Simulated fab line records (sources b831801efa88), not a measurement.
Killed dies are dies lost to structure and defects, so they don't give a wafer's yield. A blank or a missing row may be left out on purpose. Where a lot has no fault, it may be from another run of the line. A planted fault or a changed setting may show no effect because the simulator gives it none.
Chamber matching ; flow sfq-line ; SFQ_TRILAYER_A5B_CMP_CMP_130 on cmp-01: 4 sister chambers
The step polishes, stops on Nb, target thk 340.7 nm. 4 wafers are shown with their chamber, then 10 later ones without.

## WAFERS WITH THEIR CHAMBER
wafer;chamber;slurry-filter-dp-kPa (kPa)
L791.4;1;13.65
L791.2;3;13.34
L792.1;2;13.53
L792.5;0;13.42

## WAFERS WITH NO CHAMBER GIVEN
wafer;slurry-filter-dp-kPa (kPa)
L792.6;13.54
L794.2;13.22
L794.3;13.50
L794.4;13.68
L798.2;13.32
L798.3;13.46
L798.5;13.54
L801.2;13.60
L801.5;13.59
L801.6;13.52

## WHICH CHAMBER EACH ONE RAN IN
wafer;from the rows above;in truth
L792.6;2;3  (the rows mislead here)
L794.2;can't be placed: 3 or 0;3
L794.3;can't be placed: 2 or 0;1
L794.4;1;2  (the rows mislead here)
L798.2;can't be placed: 3 or 0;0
L798.3;can't be placed: 0 or 2 or 3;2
L798.5;2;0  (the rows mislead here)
L801.2;can't be placed: 1 or 2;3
L801.5;can't be placed: 1 or 2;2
L801.6;can't be placed: 2 or 0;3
Correctly placed: 0 of 10. Unplaceable from these rows: 7, with the true chamber sitting among the candidates in 4. Wrongly placed: 3.
How it was worked out, from the rows above alone: a wafer's distance from a chamber is the root of the sum, over the readings, of the square of ((its reading less the chamber's mean) divided by the reading's scatter). The wafer belongs to the nearest chamber; if the next one is less than 2 further off, it can't be placed. Each chamber's mean is taken over the wafers shown for it. The scatter: with one shown wafer a chamber, the root of the mean of the squares of how far each hidden wafer lies from its nearest shown one.
